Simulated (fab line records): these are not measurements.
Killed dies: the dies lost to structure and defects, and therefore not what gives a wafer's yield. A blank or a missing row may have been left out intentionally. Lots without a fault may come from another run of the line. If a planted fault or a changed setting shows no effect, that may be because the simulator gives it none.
fab line records	flow sky130
record: lots: 6	wafers: 18	last-day: 49
route steps=708 shown DNWELL@41 PWDE@45 NWELL@56 LI_CONTACT@376 PAD_OPEN@708
lots that met no fault: taken from a fault-free run of the same line
start-h: hours from the record's opening day to when the first of the lot's shown wafers began	wait-h: hours elapsed since this lot's preceding step	" same as the row above	L1.1+2: several wafers, shown together as one row	- no value, or no start given	* or withheld: withheld	< > ~ a bound
route shown NAME@n: a module of which the file shows steps, and the number in the route of the first	usual: the fault-free wafers' mean and standard deviation	same: alike in all rows	chamber/n: place in a boat	sites: per-site readings	_std_site: the values' standard deviation	_edge_site: the outer-site mean with the inner-site mean subtracted	radius-mm: for every site, how far away it sits from the centre of the wafer	mask NAME#n: copy n	behind: tool/chamber where the wafer was last shaped	hold: the reason the lot was held/the length of the hold in hours/how it ended	device: whichever transistor did not switch (one of n, p or np)	end of line: the tests these same wafers got at the end of their route	step lacking rows: just its recipe	killed: dies lost to structure and defects at the first sort, not the wafer's yield	map: per-die view of a wafer (x killed, . not killed, _ where there is no die)
set.NAME: the setting as run; set.NAME@STEP: as run at that earlier step	model.NAME: the simulator's own value behind a step, which no gauge read
lots at selected steps of the route; one table per step, one row per wafer
services: a tool's chamber out of use, with start hour (start-h, from the record's first day; less than 0 if before it), hours out, and reason
== steps ==
step: SKY_DNWELL_DEVELOP_06
recipe: wall-angle-deg: 90	developer: TMAH	develop-time-s: 60	dev-temp-c: 23
step: SKY_DNWELL_IMPLANT_07
recipe: species: P	energy-kev: withheld	dose-cm2: withheld	tilt-deg: withheld
step: SKY_DNWELL_STRIP_08
recipe: chemistry: O2/N2	power-w: 1400	pressure-mtorr: 1500	platen-temp-c: withheld	o2-flow-sccm: 3000	n2-flow-sccm: 300	overash-fraction: 0.5
usual: drypump-motor-current-A: 6.1/0.46	oes-product-au: 0.722/0.0047	strip-time-to-endpoint-s: 36.93/0.11
lot.wafer	tool	chamber	start-h	wait-h	drypump-motor-current-A	oes-product-au	rf-hours-counter-h	strip-time-to-endpoint-s
L185.1	plasma-asher-02	0	72.76	0.1	6.6	0.716	40	36.85
L185.4	"	0	"	"	6.6	0.726	-	36.85
L185.6	"	0	"	"	6.7	0.736	-	36.87
L186.1	plasma-asher-01	1	83.51	0.1	6.6	0.722	28	36.82
L186.4	"	0	"	"	5.4	0.723	-	36.99
L186.6	"	0	"	"	5.4	0.725	-	36.82
L190.1	plasma-asher-02	0	102.56	0.1	6.6	0.715	43	36.96
L190.3	"	0	"	"	6.6	0.722	-	37.01
L190.6	"	0	"	"	6.6	0.729	-	36.94
L191.2	plasma-asher-02	1	113.42	0.1	6.4	0.728	44	36.96
L191.4	"	1	"	"	6.4	0.717	-	36.95
L191.6	"	1	"	"	6.4	0.724	-	36.88
L193.3	plasma-asher-01	0	118.54	0.1	5.4	0.726	-	36.89
L193.5	"	0	"	"	5.4	0.730	-	36.81
L193.6	"	1	"	"	6.6	0.730	-	36.92
L200.3	plasma-asher-04	0	159.84	0.1	5.6	0.726	-	37.05
L200.4	"	1	"	"	6.0	0.719	-	36.97
L200.6	"	0	"	"	5.6	0.720	-	37.02
step: SKY_DNWELL_TW_MEAS_09
usual: DNWELL_TW: 1106/7.9
lot.wafer	tool	chamber	start-h	wait-h	DNWELL_TW
L185.1	film-metro-04	-	72.86	0.1	1102
L185.4	"	-	"	"	1105
L185.6	"	-	"	"	1099
L186.1	film-metro-02	-	83.61	0.1	1113
L186.4	"	-	"	"	1113
L186.6	"	-	"	"	1115
L190.1	film-metro-04	-	102.66	0.1	1092
L190.3	"	-	"	"	1094
L190.6	"	-	"	"	1087
L191.2	film-metro-03	-	113.53	0.1	1123
L191.4	"	-	"	"	1119
L191.6	"	-	"	"	1118
L193.3	film-metro-03	-	118.63	0.1	1113
L193.5	"	-	"	"	1107
L193.6	"	-	"	"	1110
L200.3	film-metro-04	-	159.93	0.1	1097
L200.4	"	-	"	"	1102
L200.6	"	-	"	"	1093
step: SKY_PWDE_DEHYDRATE_00
recipe: temp-c: 200	time-s: 60
step: SKY_PWDE_HMDS_01
recipe: prime-time-s: 60	prime-temp-c: 120
step: SKY_PWDE_COAT_02
recipe: spin-rpm: 2000	resist-thk-nm: 3000
step: SKY_PWDE_SOFTBAKE_03
recipe: temp-c: 110	time-s: withheld
step: SKY_PWDE_EXPOSE_04
recipe: mask-id: PWDEM	na: 0.6	source-shape: conventional	sigma-outer: 0.6	polarization: unpolarized	target-cd-nm: 840	dose-mj: 214
step: SKY_PWDE_PEB_05
recipe: temp-c: 115	time-s: withheld
step: SKY_PWDE_DEVELOP_06
recipe: wall-angle-deg: 90	developer: TMAH	develop-time-s: 60	dev-temp-c: 23
step: SKY_PWDE_OVL_MEAS_07
usual: PWDE_OVL: -0.2/1.2
lot.wafer	tool	chamber	start-h	wait-h	PWDE_OVL[nm]
L185.1	overlay-02	-	88.76	-	-1.3
L185.4	"	-	"	"	0.4
L185.6	"	-	"	"	-0.9
L186.1	overlay-01	-	99.26	-	1.0
L186.4	"	-	"	"	-0.4
L186.6	"	-	"	"	0.2
L190.1	overlay-02	-	120.16	-	1.0
L190.3	"	-	"	"	-1.5
L190.6	"	-	"	"	0.4
L191.2	overlay-01	-	132.07	-	0.5
L191.4	"	-	"	"	-1.2
L191.6	"	-	"	"	0.4
L193.3	overlay-02	-	137.15	-	-1.8
L193.5	"	-	"	"	0.7
L193.6	"	-	"	"	0.2
L200.3	overlay-01	-	179.60	-	-1.4
L200.4	"	-	"	"	-2.7
L200.6	"	-	"	"	-1.9
step: SKY_PWDE_IMPLANT_08
recipe: species: B	energy-kev: 150	dose-cm2: 3.6e+12	tilt-deg: withheld
usual: beam-energy-keV: 150.00/0.05
lot.wafer	tool	chamber	start-h	wait-h	beam-energy-keV	model.implant.drp-nm
L185.1	implanter-01	0	88.79	0.0	150.00	97.97
L185.4	"	0	"	"	149.95	97.97
L185.6	"	0	"	"	149.90	97.97
L186.1	implanter-04	0	99.30	0.0	149.94	97.97
L186.4	"	0	"	"	149.93	97.97
L186.6	"	0	"	"	150.01	97.97
L190.1	implanter-04	0	120.19	0.0	143.58	96.38
L190.3	"	0	"	"	143.57	96.38
L190.6	"	0	"	"	143.61	96.38
L191.2	implanter-02	0	132.12	0.0	150.02	97.97
L191.4	"	0	"	"	149.96	97.97
L191.6	"	0	"	"	150.03	97.97
L193.3	implanter-04	0	137.22	0.1	143.63	96.38
L193.5	"	0	"	"	143.58	96.38
L193.6	"	0	"	"	143.59	96.38
L200.3	implanter-01	0	179.67	0.1	150.11	97.97
L200.4	"	0	"	"	150.13	97.97
L200.6	"	0	"	"	149.98	97.97
step: SKY_PWDE_STRIP_09
recipe: chemistry: O2/N2	power-w: 1400	pressure-mtorr: 1500	platen-temp-c: withheld	o2-flow-sccm: 3000	n2-flow-sccm: 300	overash-fraction: 0.5
usual: drypump-motor-current-A: 6.2/0.46	oes-product-au: 0.722/0.0043	strip-time-to-endpoint-s: 36.96/0.083
lot.wafer	tool	chamber	start-h	wait-h	drypump-motor-current-A	oes-product-au	rf-hours-counter-h	strip-time-to-endpoint-s
L185.1	plasma-asher-03	1	88.94	0.1	6.4	0.722	36	36.94
L185.4	"	1	"	"	6.4	0.714	-	37.09
L185.6	"	1	"	"	6.4	0.716	-	37.11
L186.1	plasma-asher-01	0	99.45	0.1	5.4	0.719	29	36.88
L186.4	"	1	"	"	6.6	0.725	-	37.02
L186.6	"	0	"	"	5.4	0.724	-	36.93
L190.1	plasma-asher-01	1	120.34	0.1	6.6	0.726	31	36.90
L190.3	"	1	"	"	6.6	0.721	-	37.02
L190.6	"	0	"	"	5.4	0.722	-	36.90
L191.2	plasma-asher-02	0	132.25	0.1	6.6	0.721	47	36.94
L191.4	"	0	"	"	6.6	0.723	-	36.96
L191.6	"	0	"	"	6.6	0.722	-	37.10
L193.3	plasma-asher-01	0	137.36	0.1	5.4	0.719	-	37.00
L193.5	"	1	"	"	6.6	0.718	-	36.99
L193.6	"	0	"	"	5.4	0.717	-	36.95
L200.3	plasma-asher-02	0	179.81	0.1	6.6	0.720	-	37.05
L200.4	"	1	"	"	6.4	0.720	-	36.94
L200.6	"	1	"	"	6.4	0.722	-	37.04
step: SKY_PWDE_TW_MEAS_10
usual: PWDE_TW: 372.1/1.7
lot.wafer	tool	chamber	start-h	wait-h	PWDE_TW
L185.1	film-metro-03	-	89.04	0.1	373.8
L185.4	"	-	"	"	373.6
L185.6	"	-	"	"	370.7
L186.1	film-metro-03	-	99.55	0.1	373.2
L186.4	"	-	"	"	373.0
L186.6	"	-	"	"	372.9
L190.1	film-metro-02	-	120.44	0.1	369.3
L190.3	"	-	"	"	370.2
L190.6	"	-	"	"	369.5
L191.2	film-metro-03	-	132.36	0.1	374.1
L191.4	"	-	"	"	375.8
L191.6	"	-	"	"	375.0
L193.3	film-metro-04	-	137.44	0.1	370.1
L193.5	"	-	"	"	369.5
L193.6	"	-	"	"	372.0
L200.3	film-metro-04	-	179.89	0.1	370.5
L200.4	"	-	"	"	372.4
L200.6	"	-	"	"	368.8
step: SKY_NWELL_DEHYDRATE_03
recipe: temp-c: 200	time-s: 60
step: SKY_NWELL_HMDS_04
recipe: prime-time-s: 60	prime-temp-c: 120
step: SKY_NWELL_COAT_05
recipe: spin-rpm: 2000	resist-thk-nm: 3000
step: SKY_NWELL_SOFTBAKE_06
recipe: temp-c: 110	time-s: withheld
step: SKY_NWELL_EXPOSE_07
recipe: mask-id: NWM	na: 0.6	source-shape: conventional	sigma-outer: 0.6	polarization: unpolarized	target-cd-nm: 840	dose-mj: 255
step: SKY_NWELL_PEB_08
recipe: temp-c: 115	time-s: withheld
step: SKY_NWELL_DEVELOP_09
recipe: wall-angle-deg: 90	developer: TMAH	develop-time-s: 60	dev-temp-c: 23
step: SKY_NWELL_OVL_MEAS_10
usual: NWELL_00_OVL: -0.3/1.3
lot.wafer	tool	chamber	start-h	wait-h	NWELL_00_OVL[nm]
L185.1	overlay-02	-	105.87	-	-0.4
L185.4	"	-	"	"	0.8
L185.6	"	-	"	"	1.3
L186.1	overlay-02	-	117.34	-	0.0
L186.4	"	-	"	"	0.1
L186.6	"	-	"	"	-2.0
L190.1	overlay-01	-	138.81	-	-1.2
L190.3	"	-	"	"	-1.4
L190.6	"	-	"	"	-0.3
L191.2	overlay-02	-	151.69	-	0.6
L191.4	"	-	"	"	0.2
L191.6	"	-	"	"	0.1
L193.3	overlay-02	-	156.70	-	-0.4
L193.5	"	-	"	"	-1.0
L193.6	"	-	"	"	1.7
L200.3	overlay-01	-	200.78	-	-1.3
L200.4	"	-	"	"	-2.3
L200.6	"	-	"	"	-2.4
step: SKY_NWELL_IMPLANT_11
recipe: species: P	energy-kev: 400	dose-cm2: 1.9e+13	tilt-deg: withheld
step: SKY_NWELL_IMPLANT_12
recipe: species: P	energy-kev: 120	dose-cm2: 1.3e+12	tilt-deg: withheld
step: SKY_NWELL_IMPLANT_13
recipe: species: P	energy-kev: 50	dose-cm2: 7e+11	tilt-deg: withheld
step: SKY_NWELL_STRIP_14
recipe: chemistry: O2/N2	power-w: 1400	pressure-mtorr: 1500	platen-temp-c: withheld	o2-flow-sccm: 3000	n2-flow-sccm: 300	overash-fraction: 0.5
usual: drypump-motor-current-A: 6.0/0.37	oes-product-au: 0.722/0.0042	strip-time-to-endpoint-s: 36.93/0.1
lot.wafer	tool	chamber	start-h	wait-h	drypump-motor-current-A	oes-product-au	rf-hours-counter-h	strip-time-to-endpoint-s
L185.1	plasma-asher-01	0	106.36	0.1	5.4	0.717	30	36.93
L185.4	"	0	"	"	5.4	0.732	-	37.09
L185.6	"	0	"	"	5.4	0.722	-	37.05
L186.1	plasma-asher-04	1	117.82	0.1	6.0	0.723	0	36.95
L186.4	"	1	"	"	6.0	0.719	-	37.09
L186.6	"	1	"	"	6.0	0.718	-	37.06
L190.1	plasma-asher-04	0	139.29	0.1	5.6	0.723	2	36.92
L190.3	"	1	"	"	6.0	0.717	-	36.84
L190.6	"	1	"	"	6.0	0.728	-	36.89
L191.2	plasma-asher-03	0	152.17	0.1	5.9	0.719	42	36.92
L191.4	"	1	"	"	6.4	0.729	-	37.01
L191.6	"	0	"	"	5.9	0.718	-	36.99
L193.3	plasma-asher-04	0	157.21	0.1	5.6	0.723	-	36.78
L193.5	"	0	"	"	5.6	0.728	-	36.93
L193.6	"	1	"	"	6.0	0.719	-	36.85
L200.3	plasma-asher-01	1	201.29	0.1	6.6	0.716	-	36.76
L200.4	"	0	"	"	5.4	0.723	-	36.76
L200.6	"	1	"	"	6.6	0.720	-	36.93
step: SKY_NWELL_TW_MEAS_15
usual: NWELL_TW: 1810/12
lot.wafer	tool	chamber	start-h	wait-h	NWELL_TW
L185.1	film-metro-04	-	106.46	0.1	1785
L185.4	"	-	"	"	1783
L185.6	"	-	"	"	1788
L186.1	film-metro-03	-	117.92	0.1	1807
L186.4	"	-	"	"	1802
L186.6	"	-	"	"	1812
L190.1	film-metro-02	-	139.39	0.1	1800
L190.3	"	-	"	"	1808
L190.6	"	-	"	"	1800
L191.2	film-metro-02	-	152.28	0.1	1814
L191.4	"	-	"	"	1811
L191.6	"	-	"	"	1815
L193.3	film-metro-04	-	157.29	0.1	1793
L193.5	"	-	"	"	1792
L193.6	"	-	"	"	1788
L200.3	film-metro-02	-	201.38	0.1	1809
L200.4	"	-	"	"	1807
L200.6	"	-	"	"	1808
step: SKY_NWELL_DEHYDRATE_16
recipe: temp-c: 200	time-s: 60
step: SKY_NWELL_HMDS_17
recipe: prime-time-s: 60	prime-temp-c: 120
step: SKY_NWELL_COAT_18
recipe: spin-rpm: 2000	resist-thk-nm: 3000
step: SKY_NWELL_SOFTBAKE_19
recipe: temp-c: 110	time-s: withheld
step: SKY_NWELL_EXPOSE_20
recipe: mask-id: NWM_COMPLEMENT	na: 0.6	source-shape: conventional	sigma-outer: 0.6	polarization: unpolarized	target-cd-nm: 840	dose-mj: 260
step: SKY_NWELL_PEB_21
recipe: temp-c: 115	time-s: withheld
step: SKY_NWELL_DEVELOP_22
recipe: wall-angle-deg: 90	developer: TMAH	develop-time-s: 60	dev-temp-c: 23
step: SKY_NWELL_OVL_MEAS_23
usual: NWELL_01_OVL: 1.1/1.2
lot.wafer	tool	chamber	start-h	wait-h	NWELL_01_OVL[nm]
L185.1	overlay-01	-	123.96	-	1.2
L185.4	"	-	"	"	0.7
L185.6	"	-	"	"	1.8
L186.1	overlay-01	-	135.86	-	1.8
L186.4	"	-	"	"	1.6
L186.6	"	-	"	"	2.5
L190.1	overlay-02	-	158.59	-	0.5
L190.3	"	-	"	"	1.2
L190.6	"	-	"	"	2.2
L191.2	overlay-02	-	172.38	-	2.1
L191.4	"	-	"	"	3.9
L191.6	"	-	"	"	1.9
L193.3	overlay-01	-	177.40	-	2.3
L193.5	"	-	"	"	0.9
L193.6	"	-	"	"	1.1
L200.3	overlay-01	-	222.90	-	1.5
L200.4	"	-	"	"	0.0
L200.6	"	-	"	"	-0.3
step: SKY_NWELL_IMPLANT_24
recipe: species: B	energy-kev: 140	dose-cm2: 9.2e+12	tilt-deg: withheld
step: SKY_NWELL_STRIP_25
recipe: chemistry: O2/N2	power-w: 1400	pressure-mtorr: 1500	platen-temp-c: withheld	o2-flow-sccm: 3000	n2-flow-sccm: 300	overash-fraction: 0.5
usual: drypump-motor-current-A: 6.0/0.39	oes-product-au: 0.722/0.0048	strip-time-to-endpoint-s: 36.93/0.096
lot.wafer	tool	chamber	start-h	wait-h	drypump-motor-current-A	oes-product-au	rf-hours-counter-h	strip-time-to-endpoint-s
L185.1	plasma-asher-01	1	124.14	0.1	6.6	0.720	32	36.93
L185.4	"	0	"	"	5.4	0.724	-	36.74
L185.6	"	1	"	"	6.6	0.712	-	36.98
L186.1	plasma-asher-03	0	136.04	0.1	6.0	0.726	40	36.95
L186.4	"	1	"	"	6.4	0.715	-	36.97
L186.6	"	0	"	"	6.0	0.732	-	36.95
L190.1	plasma-asher-03	0	158.77	0.1	5.9	0.729	43	36.78
L190.3	"	1	"	"	6.4	0.719	-	36.72
L190.6	"	0	"	"	5.9	0.721	-	36.79
L191.2	plasma-asher-03	0	172.56	0.1	5.9	0.719	44	36.85
L191.4	"	1	"	"	6.4	0.725	-	36.76
L191.6	"	1	"	"	6.4	0.724	-	36.76
L193.3	plasma-asher-01	1	177.61	0.1	6.6	0.718	-	36.97
L193.5	"	0	"	"	5.4	0.720	-	36.99
L193.6	"	1	"	"	6.6	0.716	-	37.05
L200.3	plasma-asher-04	1	223.11	0.1	6.0	0.732	-	36.92
L200.4	"	0	"	"	5.6	0.721	-	36.93
L200.6	"	0	"	"	5.6	0.715	-	36.84
step: SKY_NWELL_TW_MEAS_26
usual: NWELL_2_TW: 493/3.2
lot.wafer	tool	chamber	start-h	wait-h	NWELL_2_TW
L185.1	film-metro-03	-	124.24	0.1	496
L185.4	"	-	"	"	498
L185.6	"	-	"	"	497
L186.1	film-metro-04	-	136.14	0.1	491
L186.4	"	-	"	"	495
L186.6	"	-	"	"	493
L190.1	film-metro-02	-	158.89	0.1	496
L190.3	"	-	"	"	494
L190.6	"	-	"	"	496
L191.2	film-metro-02	-	172.67	0.1	497
L191.4	"	-	"	"	497
L191.6	"	-	"	"	498
L193.3	film-metro-02	-	177.69	0.1	497
L193.5	"	-	"	"	497
L193.6	"	-	"	"	497
L200.3	film-metro-02	-	223.19	0.1	492
L200.4	"	-	"	"	488
L200.6	"	-	"	"	492
step: SKY_NWELL_CLEAN_27
recipe: chemistry: SC1/SC2	mix: 1:4:20	temp-c: 70	time-s: 150	dry: n2-spin
step: SKY_NWELL_RTA_28
recipe: temp-c: 1050	time-s: 30	idle-temp-c: 650	ramp-up-c-per-s: 150	ramp-down-c-per-s: 90	ambient: N2
usual: lamp-power-pct: 25.30/0.053	wafer_temp_C_max: 1054.7/0.89
lot.wafer	tool	chamber	start-h	wait-h	lamp-power-pct	wafer_temp_C_max
L185.1	rtp-anneal-02	0	124.35	0.0	25.20	1054.7
L185.4	"	0	"	"	25.36	1054.2
L185.6	"	0	"	"	25.29	1053.8
L186.1	rtp-anneal-02	0	136.25	0.0	25.40	1055.8
L186.4	"	0	"	"	25.28	1053.5
L186.6	"	0	"	"	25.36	1053.9
L190.1	rtp-anneal-02	0	159.00	0.0	25.33	1052.8
L190.3	"	0	"	"	25.40	1055.1
L190.6	"	0	"	"	25.29	1055.1
L191.2	rtp-anneal-02	0	172.78	0.0	25.33	1055.1
L191.4	"	0	"	"	25.26	1055.7
L191.6	"	0	"	"	25.28	1054.2
L193.3	rtp-anneal-01	0	177.82	0.0	25.27	1054.5
L193.5	"	0	"	"	25.27	1055.2
L193.6	"	0	"	"	25.31	1054.3
L200.3	rtp-anneal-02	0	223.32	0.0	25.32	1054.4
L200.4	"	0	"	"	25.31	1053.6
L200.6	"	0	"	"	25.27	1054.8
step: SKY_NWELL_RS_MEAS_29
recipe: thk-meas-gauge: four-point-probe
usual: NWELL_RS: 624.6/1.7
lot.wafer	tool	chamber	start-h	wait-h	NWELL_RS[ohm/sq]
L185.1	film-metro-04	-	124.45	0.1	627.8
L185.4	"	-	"	"	628.4
L185.6	"	-	"	"	627.9
L186.1	film-metro-02	-	136.35	0.1	623.4
L186.4	"	-	"	"	623.8
L186.6	"	-	"	"	625.2
L190.1	film-metro-04	-	159.10	0.1	627.8
L190.3	"	-	"	"	626.1
L190.6	"	-	"	"	624.8
L191.2	film-metro-03	-	172.89	0.1	624.0
L191.4	"	-	"	"	624.8
L191.6	"	-	"	"	624.1
L193.3	film-metro-02	-	177.92	0.1	624.6
L193.5	"	-	"	"	624.8
L193.6	"	-	"	"	624.3
L200.3	film-metro-04	-	223.42	0.1	627.9
L200.4	"	-	"	"	625.8
L200.6	"	-	"	"	624.7
step: SKY_LI_CONTACT_ETCH_14
recipe: chemistry: N2/H2	target: BARC	ion-energy-ev: 200	source-w: 500	bias-w: 100	pressure-mtorr: 30	n2-flow-sccm: 100	h2-flow-sccm: 200	stop-on: SiO2	time-s: 45.9	target-depth-a: 600
usual: drypump-motor-current-A: 6.0/0.45	oes-product-au: 0.855/0.0046	throttle-valve-pct: 13.225/0.0084
lot.wafer	tool	chamber	start-h	wait-h	drypump-motor-current-A	oes-product-au	rf-hours-counter-h	throttle-valve-pct	model.LI_CONTACT.cd-nm
L185.1	rie-diel-04	3	700.32	0.0	6.3	0.858	17	13.230	170.8
L185.4	"	1	"	"	6.1	0.860	15	13.225	170
L185.6	"	2	"	"	6.7	0.854	-	13.212	169.7
L186.1	rie-diel-04	0	726.21	0.0	5.6	0.859	4	13.228	168.7
L186.4	"	2	"	"	6.7	0.852	3	13.231	167.7
L186.6	"	2	"	"	6.7	0.853	-	13.217	170.9
L190.1	rie-diel-03	1	750.43	0.0	5.8	0.848	23	13.215	168.7
L190.3	"	0	"	"	5.8	0.859	6	13.224	168.6
L190.6	"	1	"	"	5.8	0.853	-	13.228	167.5
L191.2	rie-diel-03	3	766.74	0.0	5.4	0.853	16	13.215	168.9
L191.4	"	1	"	"	5.8	0.854	23	13.222	167
L191.6	"	3	"	"	5.3	0.851	-	13.222	167.3
L193.3	rie-diel-04	3	779.61	0.0	6.2	0.857	19	13.244	172.1
L193.5	"	0	"	"	5.6	0.849	-	13.217	172.7
L193.6	"	3	"	"	6.2	0.860	-	13.228	172.2
L200.3	rie-diel-04	0	831.89	0.0	5.6	0.860	7	13.226	170.4
L200.4	"	3	"	"	6.2	0.856	20	13.244	171.4
L200.6	"	3	"	"	6.3	0.848	-	13.225	170.3
step: SKY_LI_CONTACT_ETCH_15
recipe: target: PSG	chemistry: C4F8/O2/Ar	stop-on: Si	taper-deg: 4.15	mask-material: KrF-thick	source-w: 1500	bias-w: 1200	pressure-mtorr: 40	c4f8-flow-sccm: withheld	O2_flow_sccm: 6	Ar_flow_sccm: 300	time-s: withheld	target-depth-a: 6000
usual: oes-product-au: 0.837/0.0047
lot.wafer	tool	chamber	start-h	wait-h	oes-product-au	model.LI_CONTACT.cd-nm
L185.1	rie-diel-04	3	700.37	0.0	0.831	170.8
L185.4	"	1	"	"	0.840	170.1
L185.6	"	2	"	"	0.838	170.1
L186.1	rie-diel-04	0	726.25	0.0	0.835	168.3
L186.4	"	2	"	"	0.835	167.3
L186.6	"	2	"	"	0.834	170.9
L190.1	rie-diel-03	1	750.47	0.0	0.835	169.1
L190.3	"	0	"	"	0.831	168.6
L190.6	"	1	"	"	0.831	167.7
L191.2	rie-diel-03	3	766.78	0.0	0.840	168.2
L191.4	"	1	"	"	0.834	166.4
L191.6	"	3	"	"	0.844	166.7
L193.3	rie-diel-04	3	779.65	0.0	0.830	171.9
L193.5	"	0	"	"	0.835	172.1
L193.6	"	3	"	"	0.831	172.1
L200.3	rie-diel-04	0	831.93	0.0	0.840	170.4
L200.4	"	3	"	"	0.829	171.2
L200.6	"	3	"	"	0.838	170.4
step: SKY_PAD_OPEN_PROBE_99
usual: killed_at_M0_to_M3: 42/6.9	killed_at_M4_up: 3.2/1.7	killed-at-contacts: 23/5.5	killed-at-front-end: 16/4	killed-at-other: 0.4/0.55	killed-dies: 85/9.2	killed-open: 46/6.8	killed-short: 38/6.2
same: gross-dies: 492	killed-at-back-side: 0
lot.wafer	tool	chamber	start-h	wait-h	killed_at_M0_to_M3	killed_at_M4_up	killed-at-contacts	killed-at-front-end	killed-at-other	killed-dies	killed-open	killed-short
L186.1	prober-01	-	1112.18	0.1	36	1	19	14	2	72	37	34
L186.4	prober-01	-	1112.33	0.2	50	0	31	15	1	97	63	33
L186.6	prober-01	-	1112.43	0.2	36	2	28	14	0	80	50	30
L190.1	prober-02	-	1129.20	0.1	49	1	27	12	1	90	39	51
L190.3	prober-02	-	1129.30	0.2	51	4	16	19	1	91	46	45
L190.6	prober-02	-	1129.45	0.2	55	3	23	12	0	93	59	34
L193.3	prober-02	-	1151.53	0.2	51	1	18	12	0	82	40	42
L193.5	prober-02	-	1151.63	0.2	42	4	20	13	1	80	40	40
L193.6	prober-02	-	1151.68	0.2	44	2	31	18	0	95	56	39
killed by level:class
L186.1 LI_CONTACT:geometric-particle:open=8 METAL1:geometric-particle:short=7 VIA3:geometric-particle:open=6 VIA1:geometric-particle:open=6 CONTACT:geometric-particle:open=4 METAL2:geometric-particle:short=4 VIA2:geometric-particle:open=4 FIELD_ISO:geometric-particle:short=3
L186.4 VIA1:geometric-particle:open=12 LI_CONTACT:geometric-particle:open=11 CONTACT:geometric-particle:open=11 VIA3:geometric-particle:open=7 VIA2:geometric-particle:open=7 FIELD_ISO:geometric-particle:short=5 VIA1:geometric-particle:short=5 FIELD_ISO:geometric-particle:open=4
L186.6 CONTACT:geometric-particle:open=13 METAL1:geometric-particle:short=10 VIA2:geometric-particle:open=8 LI_CONTACT:geometric-particle:open=7 POLY_GATE:geometric-particle:short=6 VIA1:geometric-particle:open=6 VIA3:geometric-particle:open=5 LOCAL_INTERCONNECT:geometric-particle:open=5
L190.1 METAL1:geometric-particle:short=10 VIA1:geometric-particle:open=9 FIELD_ISO:geometric-particle:short=7 VIA3:geometric-particle:open=7 LI_CONTACT:geometric-particle:open=6 CONTACT:geometric-particle:open=6 LI_CONTACT:geometric-particle:short=5 LOCAL_INTERCONNECT:geometric-particle:short=5
L190.3 VIA1:geometric-particle:open=9 LI_CONTACT:geometric-particle:open=8 VIA3:geometric-particle:open=8 VIA1:geometric-particle:short=7 FIELD_ISO:geometric-particle:short=6 METAL1:geometric-particle:short=6 VIA2:geometric-particle:open=6 VIA2:geometric-particle:short=5
L190.6 VIA1:geometric-particle:open=13 CONTACT:geometric-particle:open=11 VIA2:geometric-particle:open=9 VIA3:geometric-particle:open=8 LI_CONTACT:geometric-particle:open=6 FIELD_ISO:geometric-particle:short=4 METAL1:geometric-particle:short=4 METAL2:geometric-particle:short=4
L193.3 VIA2:geometric-particle:open=15 POLY_GATE:geometric-particle:short=7 VIA1:geometric-particle:short=6 METAL1:geometric-particle:short=6 VIA1:geometric-particle:open=6 METAL2:geometric-particle:short=5 VIA3:geometric-particle:open=5 LI_CONTACT:geometric-particle:short=4
L193.5 VIA1:geometric-particle:open=9 LI_CONTACT:geometric-particle:open=6 LOCAL_INTERCONNECT:geometric-particle:short=6 CONTACT:geometric-particle:open=6 VIA3:geometric-particle:open=6 POLY_GATE:geometric-particle:open=5 METAL2:geometric-particle:short=5 VIA2:geometric-particle:open=4
L193.6 VIA1:geometric-particle:open=11 CONTACT:geometric-particle:open=9 LI_CONTACT:geometric-particle:open=8 VIA3:geometric-particle:open=7 VIA2:geometric-particle:open=7 FIELD_ISO:geometric-particle:short=6 POLY_GATE:geometric-particle:short=5 LOCAL_INTERCONNECT:geometric-particle:short=5
== services ==
tool	chamber	start-h	hours	kind
plasma-asher-04	-	108.75	9.0	pm
plasma-asher-01	-	143.21	22.6	repair
plasma-asher-02	-	161.53	2.2	repair
plasma-asher-02	-	229.49	5.3	pm
plasma-asher-04	-	231.31	0.7	repair
plasma-asher-03	-	264.96	1.8	repair
plasma-asher-03	-	283.11	3.4	repair
plasma-asher-04	-	305.14	1.0	repair
plasma-asher-03	-	324.09	1.9	repair
plasma-asher-02	-	335.44	14.6	pm
plasma-asher-01	-	361.38	2.8	pm
rie-diel-04	-	363.27	2.8	pm
plasma-asher-03	-	421.25	9.0	pm
rtp-anneal-02	-	445.34	5.1	pm
plasma-asher-02	-	458.54	0.5	repair
plasma-asher-02	-	477.86	2.8	pm
plasma-asher-03	-	495.84	2.8	pm
rie-diel-04	-	538.94	0.7	repair
plasma-asher-04	-	548.11	36.6	repair
plasma-asher-03	-	610.92	1.2	repair
plasma-asher-01	-	682.91	0.3	repair
rie-diel-04	1	735.20	20.2	repair
rie-diel-04	2	786.42	12.8	repair
rie-diel-04	2	828.72	3.1	repair
== key ==
first-sign: step: SKY_PWDE_IMPLANT_08	reading: beam-energy-keV	direction: down	sigmas: 99+	usual: *	struck: *
effect none on later readings
model-effect: step: SKY_PWDE_IMPLANT_08	value: implant.drp-nm	without: 97.97	struck: 96.38
model-effect: step: SKY_LI_CONTACT_ETCH_14	value: LI_CONTACT.cd-nm	without: 168.7	struck: 170.3
model-effect: step: SKY_LI_CONTACT_ETCH_15	value: LI_CONTACT.cd-nm	without: 168.7	struck: 170.6
met-at SKY_PWDE_IMPLANT_08
struck-wafers L190.1,L190.3,L190.6,L193.3,L193.5,L193.6
tester-left-out L190,L193
loop-trim: step: SKY_LI_CONTACT_EXPOSE_09	setting: dose	lots: L193
onset-between 99.30 120.19
fault: kind: process-parameter-drift	tool: implanter-04	chamber: -	onset-h: 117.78	steps: SKY_PWDE_IMPLANT_08	channel: energy-kev	offset: *	shape: step	end-h: 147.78	acts-in: *	stated: *
tester-left-out: of these lots the tester's yield and bins aren't shown, on N5 and GAA mostly nor the transistor test; their killed dies are dies lost to structure and defects alone, not to doping, threshold or leakage, so they don't give the yield
loop-trim: a control loop set the setting to another value than it would have without faults
